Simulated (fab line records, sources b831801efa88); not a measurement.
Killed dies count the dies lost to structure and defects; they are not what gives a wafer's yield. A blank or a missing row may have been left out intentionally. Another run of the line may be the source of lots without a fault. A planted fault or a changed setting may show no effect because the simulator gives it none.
fab line records	flow sky130
[record] lots = 5	wafers = 15	last-day = 50
route steps=708 shown METAL4@627 VIA4@639 PAD_OPEN@708
lots that met no fault: taken from a fault-free run of the same line
start-h: start of the lot's first displayed wafer, in hours after the record's first day	wait-h: time in hours since the lot's previous step	" identical to the entry in the row above	L1.1+2: a single row standing in for several wafers	- no value present, or no start provided	* or withheld: withheld	< > ~ a bound
route shown NAME@n: names a module that has steps shown in the file, with the first one's number in the route	usual: mean and standard deviation over wafers with no fault	same: alike in all rows	chamber/n: place in a boat	sites: readings site by site	_std_site: standard deviation across them	_edge_site: the outer-site mean with the inner-site mean subtracted	radius-mm: for every site, how far away it sits from the centre of the wafer	mask NAME#n: copy n	behind: tool/chamber where the wafer was last shaped	hold: why the lot went on hold/how many hours it stayed there/how the hold came to an end	device: the n, p or np transistor that did not switch	end of line: the same wafers' tests at the end of the route	step lacking rows: just its recipe	killed: dies that structure and defects cost at the first sort, which is not the same as the wafer's yield	map: a wafer's dies, x killed, . not, _ none there
set.NAME: setting as actually run; set.NAME@STEP: the setting as run at that earlier step	model.NAME: the simulator's own value behind a step, which no gauge read
lots at some steps of the route; a table a step, a row a wafer
services: from which hour (start-h, from the record's first day; less than 0 if before it) a tool's chamber was out of use, for how many hours, and why
[[steps]]
[step SKY_METAL4_PEB_11]
[recipe] peb-temp-c = withheld	peb-time-s = withheld	resist = KrF-thick
[step SKY_METAL4_DEVELOP_12]
[recipe] develop-time-s = 60	resist = KrF-thick	dev-temp-c = 21
[step SKY_METAL4_CD_MEAS_13]
[recipe] target-cd-nm = 300
[usual] cd-nm = 299.7/1.4
lot.wafer	tool	chamber	start-h	wait-h	cd-nm
L662.4	cd-sem-01	-	1021.06	-	302.5
L662.5	"	-	"	"	301.8
L662.6	"	-	"	"	301.5
L668.4	cd-sem-02	-	1072.06	-	300.7
L668.5	"	-	"	"	301.0
L668.6	"	-	"	"	298.8
L673.1	cd-sem-01	-	1093.88	-	300.4
L673.4	"	-	"	"	299.2
L673.6	"	-	"	"	297.8
L680.1	cd-sem-02	-	1128.33	-	302.2
L680.4	"	-	"	"	299.7
L680.6	"	-	"	"	299.0
L681.2	cd-sem-01	-	1133.32	-	298.5
L681.3	"	-	"	"	298.0
L681.6	"	-	"	"	299.2
[step SKY_METAL4_OVL_MEAS_14]
[usual] METAL4_OVL = -3/5.6
lot.wafer	tool	chamber	start-h	wait-h	METAL4_OVL[nm]
L662.4	overlay-02	-	1021.14	0.1	-8
L662.5	"	-	"	"	-5
L662.6	"	-	"	"	-7
L668.4	overlay-02	-	1072.14	0.1	-7
L668.5	"	-	"	"	1
L668.6	"	-	"	"	-1
L673.1	overlay-02	-	1094.00	0.1	-5
L673.4	"	-	"	"	0
L673.6	"	-	"	"	0
L680.1	overlay-02	-	1128.45	0.1	-4
L680.4	"	-	"	"	-7
L680.6	"	-	"	"	-11
L681.2	overlay-01	-	1133.42	0.1	-5
L681.3	"	-	"	"	2
L681.6	"	-	"	"	-7
[step SKY_METAL4_DESCUM_15]
[recipe] chemistry = O2	source-power-w = 150	bias-power-w = 0	pressure-mtorr = 10	temp-c = 40	time-s = 8
[usual] drypump-motor-current-A = 5.8/0.37	oes-product-au = 0.996/0.0097
[same] time-s = 8
lot.wafer	tool	chamber	start-h	wait-h	drypump-motor-current-A	oes-product-au	rf-hours-counter-h
L662.4	rie-metal-01	0	1021.17	0.0	5.6	1.004	-
L662.5	"	0	"	"	5.6	0.994	-
L662.6	"	1	"	"	5.1	0.987	-
L668.4	rie-metal-03	1	1072.17	0.0	6.0	1.004	-
L668.5	"	1	"	"	6.0	0.998	-
L668.6	"	0	"	"	5.6	0.992	-
L673.1	rie-metal-01	0	1094.04	0.0	5.6	0.996	20
L673.4	"	0	"	"	5.6	0.982	-
L673.6	"	0	"	"	5.6	0.993	-
L680.1	rie-metal-01	0	1128.49	0.0	5.7	0.990	23
L680.4	"	0	"	"	5.6	0.990	-
L680.6	"	1	"	"	5.1	0.976	-
L681.2	rie-metal-01	1	1133.45	0.0	5.1	0.984	13
L681.3	"	1	"	"	5.1	0.981	-
L681.6	"	1	"	"	5.1	0.988	-
[step SKY_METAL4_ETCH_16]
[recipe] chemistry = N2/H2	target = BARC	ion-energy-ev = 200	bias-w = 100	pressure-mtorr = 30	n2-flow-sccm = 100	h2-flow-sccm = 200	icp-w = 500	stop-on = SiO2	time-s = 88.2	target-depth-a = 600
[usual] drypump-motor-current-A = 5.8/0.37	h2-flow-sccm = 200.1/0.61	n2-flow-sccm = 99.98/0.27	oes-product-au = 0.626/0.0049	throttle-valve-pct = 13.204/0.0089
[same] time-s = 88.2
lot.wafer	tool	chamber	start-h	wait-h	drypump-motor-current-A	h2-flow-sccm	n2-flow-sccm	oes-product-au	rf-hours-counter-h	throttle-valve-pct
L662.4	rie-metal-01	0	1021.22	0.0	5.6	199.4	100.10	0.624	-	13.223
L662.5	"	0	"	"	5.6	200.1	99.85	0.626	-	13.210
L662.6	"	1	"	"	5.1	199.1	100.54	0.622	-	13.197
L668.4	rie-metal-03	1	1072.22	0.0	6.0	200.5	99.62	0.619	-	13.208
L668.5	"	1	"	"	6.0	200.5	99.75	0.628	-	13.210
L668.6	"	0	"	"	5.6	199.6	99.92	0.626	-	13.191
L673.1	rie-metal-01	0	1094.07	0.0	5.6	199.9	99.98	0.622	20	13.203
L673.4	"	0	"	"	5.6	200.3	99.81	0.626	-	13.194
L673.6	"	0	"	"	5.6	200.3	99.86	0.626	-	13.215
L680.1	rie-metal-01	0	1128.52	0.0	5.6	199.4	99.65	0.637	23	13.217
L680.4	"	0	"	"	5.6	198.9	99.98	0.626	-	13.208
L680.6	"	1	"	"	5.1	200.5	100.29	0.628	-	13.184
L681.2	rie-metal-01	1	1133.48	0.0	5.1	200.5	100.14	0.630	13	13.206
L681.3	"	1	"	"	5.1	200.8	100.45	0.632	-	13.203
L681.6	"	1	"	"	5.1	200.6	99.89	0.619	-	13.193
[step SKY_METAL4_ETCH_17]
[recipe] target = SiO2	stop-on = TiN	chemistry = C4F8/O2/Ar	source-w = 1500	bias-w = 1200	pressure-mtorr = 40	c4f8-flow-sccm = withheld	O2_flow_sccm = 6	Ar_flow_sccm = 300	time-s = 3.9	target-depth-a = 150
[usual] oes-product-au = 0.753/0.0067
[same] time-s = 3.9
lot.wafer	tool	chamber	start-h	wait-h	oes-product-au	rf-hours-counter-h
L662.4	rie-diel-03	3	1021.29	0.0	0.752	14
L662.5	"	1	"	"	0.754	-
L662.6	"	0	"	"	0.747	-
L668.4	rie-diel-02	0	1072.29	0.0	0.750	18
L668.5	"	3	"	"	0.764	-
L668.6	"	2	"	"	0.758	-
L673.1	rie-diel-03	2	1094.17	0.1	0.756	11
L673.4	"	3	"	"	0.761	17
L673.6	"	2	"	"	0.754	-
L680.1	rie-diel-04	2	1128.62	0.1	0.742	13
L680.4	"	2	"	"	0.748	-
L680.6	"	3	"	"	0.752	-
L681.2	rie-diel-04	2	1133.58	0.1	0.745	13
L681.3	"	1	"	"	0.751	-
L681.6	"	2	"	"	0.754	-
[step SKY_METAL4_METAL_ETCH_18]
[recipe] target-depth-a = 8450	stop-on = SiO2	over-etch-frac = 0.3	time-s = 183.1	chemistry = Cl2/BCl3	resist-sidewall-deg = 88	pressure-mtorr = 10	icp-w = 900	bias-w = 48.5	Cl2_flow_sccm = 60	bcl3-flow-sccm = 30
[usual] drypump-motor-current-A = 5.8/0.42	oes-product-au = 0.866/0.0065	throttle-valve-pct = 22.264/0.0085
[same] time-s = 183.1
lot.wafer	tool	chamber	start-h	wait-h	drypump-motor-current-A	oes-product-au	rf-hours-counter-h	throttle-valve-pct
L662.4	rie-metal-03	0	1021.36	0.1	5.6	0.867	-	22.264
L662.5	"	1	"	"	6.0	0.865	-	22.274
L662.6	"	0	"	"	5.6	0.859	-	22.267
L668.4	rie-metal-01	1	1072.36	0.1	5.1	0.867	-	22.257
L668.5	"	1	"	"	5.1	0.872	-	22.263
L668.6	"	0	"	"	5.6	0.861	-	22.254
L673.1	rie-metal-02	0	1094.18	0.0	6.0	0.863	15	22.283
L673.4	"	0	"	"	6.0	0.851	-	22.272
L673.6	"	1	"	"	6.4	0.858	-	22.268
L680.1	rie-metal-03	0	1128.63	0.0	5.6	0.867	20	22.267
L680.4	"	1	"	"	6.0	0.866	-	22.239
L680.6	"	1	"	"	6.0	0.858	-	22.253
L681.2	rie-metal-02	0	1133.61	0.0	6.0	0.876	19	22.252
L681.3	"	1	"	"	6.4	0.867	-	22.261
L681.6	"	0	"	"	6.0	0.871	-	22.273
[step SKY_METAL4_STRIP_19]
[recipe] chemistry = O2/N2	power-w = 1400	pressure-mtorr = 1500	platen-temp-c = withheld	o2-flow-sccm = 3000	n2-flow-sccm = 300	overash-fraction = 0.5
[usual] drypump-motor-current-A = 6.0/0.44	n2-flow-sccm = 300.0/0.88	o2-flow-sccm = 2999/9	oes-product-au = 0.502/0.0061	strip-time-to-endpoint-s = 6.56/0.1
[same] overash-fraction = 0.5
lot.wafer	tool	chamber	start-h	wait-h	drypump-motor-current-A	n2-flow-sccm	o2-flow-sccm	oes-product-au	rf-hours-counter-h	strip-time-to-endpoint-s
L662.4	plasma-asher-03	1	1021.52	0.1	5.8	299.3	3010	0.498	-	6.53
L662.5	"	0	"	"	6.1	300.6	2992	0.507	-	6.61
L662.6	"	1	"	"	5.7	299.5	2995	0.502	-	6.56
L668.4	plasma-asher-03	1	1072.52	0.1	5.7	299.7	2995	0.504	-	6.72
L668.5	"	0	"	"	6.1	299.9	2990	0.508	-	6.70
L668.6	"	1	"	"	5.8	300.3	3005	0.494	-	6.66
L673.1	plasma-asher-03	0	1094.43	0.2	6.1	298.5	2995	0.493	32	6.33
L673.4	"	1	"	"	5.7	301.7	3004	0.492	-	6.34
L673.6	"	1	"	"	5.8	300.4	3009	0.497	-	6.58
L680.1	plasma-asher-04	0	1128.81	0.1	6.5	299.0	3007	0.508	7	6.57
L680.4	"	0	"	"	6.5	299.6	3011	0.501	-	6.46
L680.6	"	1	"	"	6.0	299.4	3000	0.506	-	6.59
L681.2	plasma-asher-03	0	1133.79	0.1	6.1	298.9	3001	0.500	37	6.46
L681.3	"	0	"	"	6.0	300.3	3012	0.509	-	6.61
L681.6	"	0	"	"	6.1	300.2	3005	0.499	-	6.48
[step SKY_METAL4_STRIP_20]
[recipe] chemistry = post-etch-residue-remover	time-s = 1200	temp-c = 72.5
[step SKY_METAL4_CLEAN_21]
[recipe] chemistry = IPA	time-s = 180	temp-c = 25
[step SKY_METAL4_CLEAN_22]
[recipe] chemistry = O3/DIW	dry = n2-spin
[step SKY_VIA4_HDPCVD_00]
[recipe] material = SiO2	target-thk-nm = 1750	sigma-open-frac = 0.3	time-s = 291.7	temp-c = 400	sih4-flow-sccm = 60	pressure-mtorr = 6
lot.wafer	tool	chamber	start-h	wait-h	model.SiO2_of_VIA4_HDPCVD_00.thk-nm
L662.4	hdpcvd-02	0	1022.16	0.1	1750
L662.5	"	2	"	"	1762
L662.6	"	1	"	"	1738
L668.4	hdpcvd-01	1	1073.26	0.1	1758
L668.5	"	0	"	"	1746
L668.6	"	2	"	"	1743
L673.1	hdpcvd-01	0	1095.02	0.0	2688
L673.4	"	1	"	"	1772
L673.6	"	2	"	"	1763
L680.1	hdpcvd-02	2	1129.41	0.0	1766
L680.4	"	1	"	"	1745
L680.6	"	0	"	"	1749
L681.2	hdpcvd-02	2	1134.41	0.0	1775
L681.3	"	1	"	"	1751
L681.6	"	0	"	"	1744
[step SKY_VIA4_THK_MEAS_01]
[recipe] reads = SiO2_of_VIA4_HDPCVD_00
[usual] VIA4_HDPCVD_THK = 1755/18
lot.wafer	tool	chamber	start-h	wait-h	hold	VIA4_HDPCVD_THK[nm]
L662.4	film-metro-02	-	1022.34	0.1	-	1751
L662.5	"	-	"	"	-	1763
L662.6	"	-	"	"	-	1738
L668.4	film-metro-03	-	1073.38	0.0	-	1758
L668.5	"	-	"	"	-	1746
L668.6	"	-	"	"	-	1744
L673.1	film-metro-03	-	1095.20	0.1	await-dispo/0.2h/release	2690
L673.4	"	-	"	"	await-dispo/0.2h/release	1772
L673.6	"	-	"	"	await-dispo/0.2h/release	1764
L673.1	film-metro-03	-	1095.86	0.6	-	2689
L673.4	"	-	"	"	-	1771
L673.6	"	-	"	"	-	1764
L680.1	film-metro-02	-	1129.59	0.1	-	1765
L680.4	"	-	"	"	-	1745
L680.6	"	-	"	"	-	1747
L681.2	film-metro-03	-	1134.60	0.1	-	1773
L681.3	"	-	"	"	-	1750
L681.6	"	-	"	"	-	1743
[step SKY_PAD_OPEN_PROBE_99]
[usual] defect-limited-yield = 82.3/2.2	killed_at_M0_to_M3 = 43/7.3	killed_at_M4_up = 3.2/1.9	killed-at-contacts = 25/5.4	killed-at-front-end = 16/4.4	killed-at-other = 0.4/0.66	killed-dies = 87/11	killed-on-rim = 17/4.2	killed-open = 48/7.9	killed-short = 39/6.5	sort_bin_3_pad_short = 0.8/0.43	sort_bin_5_function = 10.5/1.6	sort_bin_6_memory = 6.4/1.2	sort-n-pass = 405/11	sort-yield-pct = 82.3/2.2
[same] gross-dies = 492	killed-at-back-side = 0	sort_bin_4_leakage[%] = 0	sort_bin_8_speed[%] = 0
lot.wafer	tool	chamber	start-h	wait-h	defect-limited-yield[%]	killed_at_M0_to_M3	killed_at_M4_up	killed-at-contacts	killed-at-front-end	killed-at-other	killed-dies	killed-on-rim	killed-open	killed-short	sort_bin_3_pad_short[%]	sort_bin_5_function[%]	sort_bin_6_memory[%]	sort-n-pass	sort-yield-pct[%]
L662.4	prober-01	-	1115.77	0.2	84.6	41	2	24	9	0	76	12	43	33	0.2	10.6	4.7	416	84.6
L662.5	prober-01	-	1115.82	0.2	86.4	37	2	18	10	0	67	14	39	28	0.6	7.5	5.5	425	86.4
L662.6	prober-01	-	1115.87	0.2	83.7	45	1	20	13	1	80	12	47	33	1.6	10.4	4.3	412	83.7
L668.4	prober-02	-	1159.92	0.2	82.3	51	2	21	12	1	87	23	50	36	0.8	10.0	6.9	405	82.3
L668.5	prober-02	-	1159.97	0.2	83.5	37	1	25	17	1	81	18	45	35	1.0	10.4	5.1	411	83.5
L668.6	prober-02	-	1160.02	0.2	82.1	35	4	30	19	0	88	20	47	41	0.2	8.7	8.9	404	82.1
L673.1	prober-01	-	1178.44	0.1	82.7	42	4	18	20	1	85	19	48	37	1.0	10.4	5.9	407	82.7
L673.4	prober-01	-	1178.59	0.2	81.1	49	0	27	17	0	93	14	50	43	0.6	11.6	6.7	399	81.1
L673.6	prober-01	-	1178.69	0.2	80.5	45	3	27	21	0	96	22	47	49	1.6	10.0	7.9	396	80.5
L680.1	prober-02	-	1206.45	0.1	79.1	37	5	35	26	0	103	16	51	52	1.2	11.6	8.1	389	79.1
L680.4	prober-02	-	1206.60	0.2	82.3	49	2	26	10	0	87	14	49	38	0.8	10.6	6.3	405	82.3
L680.6	prober-02	-	1206.70	0.2	84.1	29	1	29	19	0	78	14	48	30	0.2	10.2	5.5	414	84.1
L681.2	prober-01	-	1209.84	0.1	82.7	44	3	20	18	0	85	17	50	35	0.4	9.3	7.5	407	82.7
L681.3	prober-01	-	1209.89	0.2	79.9	53	3	24	19	0	99	17	47	52	0.6	12.8	6.7	393	79.9
L681.6	prober-01	-	1210.04	0.2	82.9	40	2	30	12	0	84	24	54	30	0.6	9.8	6.7	408	82.9
// killed by level:class
L662.4 CONTACT:geometric-particle:open=9 VIA1:geometric-particle:open=8 VIA3:geometric-particle:open=8 METAL1:geometric-particle:short=7 VIA1:geometric-particle:short=7 LI_CONTACT:geometric-particle:short=5 LI_CONTACT:geometric-particle:open=5 VIA2:geometric-particle:open=5
L662.5 CONTACT:geometric-particle:open=9 VIA1:geometric-particle:open=7 METAL2:geometric-particle:short=6 VIA1:geometric-particle:short=5 LI_CONTACT:geometric-particle:open=5 METAL1:geometric-particle:open=4 VIA3:geometric-particle:open=4 METAL1:geometric-particle:short=3
L662.6 VIA1:geometric-particle:open=10 CONTACT:geometric-particle:open=8 VIA3:geometric-particle:open=7 VIA1:geometric-particle:short=7 FIELD_ISO:geometric-particle:open=6 VIA2:geometric-particle:open=6 LI_CONTACT:geometric-particle:open=5 CONTACT:geometric-particle:short=5
L668.4 CONTACT:geometric-particle:open=10 VIA3:geometric-particle:open=9 VIA1:geometric-particle:open=8 VIA2:geometric-particle:open=8 METAL1:geometric-particle:short=6 METAL3:geometric-particle:short=6 FIELD_ISO:geometric-particle:short=4 CONTACT:geometric-particle:short=4
L668.5 LI_CONTACT:geometric-particle:open=8 VIA1:geometric-particle:open=8 VIA3:geometric-particle:open=8 FIELD_ISO:geometric-particle:open=6 FIELD_ISO:geometric-particle:short=6 LOCAL_INTERCONNECT:geometric-particle:short=6 CONTACT:geometric-particle:open=6 VIA2:geometric-particle:open=5
L668.6 CONTACT:geometric-particle:open=10 FIELD_ISO:geometric-particle:short=8 LI_CONTACT:geometric-particle:open=8 VIA1:geometric-particle:open=8 CONTACT:geometric-particle:short=6 VIA2:geometric-particle:open=6 FIELD_ISO:geometric-particle:open=4 LOCAL_INTERCONNECT:geometric-particle:short=4
L673.1 VIA1:geometric-particle:open=15 CONTACT:geometric-particle:open=9 METAL1:geometric-particle:short=8 FIELD_ISO:geometric-particle:short=6 FIELD_ISO:geometric-particle:open=5 METAL2:geometric-particle:short=5 LI_CONTACT:geometric-particle:open=5 VIA1:geometric-particle:short=5
L673.4 CONTACT:geometric-particle:open=14 VIA1:geometric-particle:open=10 VIA2:geometric-particle:open=10 LOCAL_INTERCONNECT:geometric-particle:short=6 VIA3:geometric-particle:short=5 VIA2:geometric-particle:short=5 METAL3:geometric-particle:short=5 VIA3:geometric-particle:open=5
L673.6 VIA1:geometric-particle:open=11 LI_CONTACT:geometric-particle:open=10 CONTACT:geometric-particle:open=7 METAL1:geometric-particle:short=7 VIA1:geometric-particle:short=6 FIELD_ISO:geometric-particle:open=5 POLY_GATE:geometric-particle:short=4 LOCAL_INTERCONNECT:geometric-particle:short=4
L680.1 CONTACT:geometric-particle:open=14 FIELD_ISO:geometric-particle:open=9 VIA1:geometric-particle:short=8 POLY_GATE:geometric-particle:open=7 LOCAL_INTERCONNECT:geometric-particle:short=6 CONTACT:geometric-particle:short=6 VIA1:geometric-particle:open=6 POLY_GATE:geometric-particle:short=5
L680.4 VIA1:geometric-particle:open=10 CONTACT:geometric-particle:open=9 VIA2:geometric-particle:open=7 VIA1:geometric-particle:short=6 VIA3:geometric-particle:open=6 LI_CONTACT:geometric-particle:short=5 CONTACT:geometric-particle:short=5 VIA3:geometric-particle:short=5
L680.6 CONTACT:geometric-particle:open=14 LI_CONTACT:geometric-particle:open=8 FIELD_ISO:geometric-particle:open=6 VIA3:geometric-particle:open=5 VIA1:geometric-particle:open=4 METAL2:geometric-particle:short=4 FIELD_ISO:geometric-particle:short=3 POLY_GATE:geometric-particle:short=3
L681.2 LI_CONTACT:geometric-particle:open=8 VIA2:geometric-particle:short=7 VIA1:geometric-particle:open=7 VIA3:geometric-particle:open=7 POLY_GATE:geometric-particle:open=6 VIA2:geometric-particle:open=6 METAL1:geometric-particle:short=6 FIELD_ISO:geometric-particle:open=5
L681.3 VIA1:geometric-particle:open=13 VIA2:geometric-particle:open=12 LI_CONTACT:geometric-particle:short=8 FIELD_ISO:geometric-particle:short=7 CONTACT:geometric-particle:open=6 METAL1:geometric-particle:short=6 VIA1:geometric-particle:short=6 METAL2:geometric-particle:short=4
L681.6 CONTACT:geometric-particle:open=14 VIA2:geometric-particle:open=8 LI_CONTACT:geometric-particle:open=8 VIA1:geometric-particle:short=7 VIA1:geometric-particle:open=7 POLY_GATE:geometric-particle:open=5 METAL1:geometric-particle:short=5 LOCAL_INTERCONNECT:geometric-particle:short=5
[[services]]
tool	chamber	start-h	hours	kind
rie-diel-02	1	1002.41	2.3	repair
rie-diel-04	0	1004.30	4.7	repair
rie-diel-03	-	1022.84	2.8	pm
hdpcvd-02	0	1036.20	7.0	repair
rie-metal-03	-	1039.23	0.6	repair
plasma-asher-04	-	1055.25	9.0	pm
plasma-asher-04	0	1055.25	9.0	vent-cycle
plasma-asher-04	1	1055.25	9.0	vent-cycle
plasma-asher-04	0	1064.25	-	clean
plasma-asher-04	1	1064.25	-	clean
rie-metal-02	0	1064.53	2.9	repair
rie-diel-04	-	1072.54	4.3	pm
rie-diel-04	0	1080.64	104.3	repair
rie-diel-04	-	1099.86	1.1	repair
hdpcvd-01	-	1117.96	28.0	repair
rie-diel-02	0	1117.98	3.1	repair
rie-diel-03	3	1118.87	3.9	repair
hdpcvd-01	-	1132.39	1.0	repair
rie-diel-04	3	1132.93	3.4	repair
[[key]]
[first-sign] step = SKY_VIA4_THK_MEAS_01	reading = visit	direction = added
[effect] step = SKY_VIA4_THK_MEAS_01	reading = VIA4_HDPCVD_THK	direction = up	sigmas = 52	usual = 1755	struck = 2690
[model-effect] step = SKY_VIA4_HDPCVD_00	value = SiO2_of_VIA4_HDPCVD_00.thk-nm	without = 1756	struck = 2688
met-at SKY_VIA4_HDPCVD_00
struck-wafers L673.1
onset-between 1073.26 1095.02
[fault] kind = process-parameter-drift	tool = hdpcvd-01	chamber = 0	onset-h = 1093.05	steps = SKY_VIA4_HDPCVD_00	channel = target-thk-nm	offset = 932.03	shape = step	end-h = 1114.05	acts-in = these-recipes-only	stated = 1750
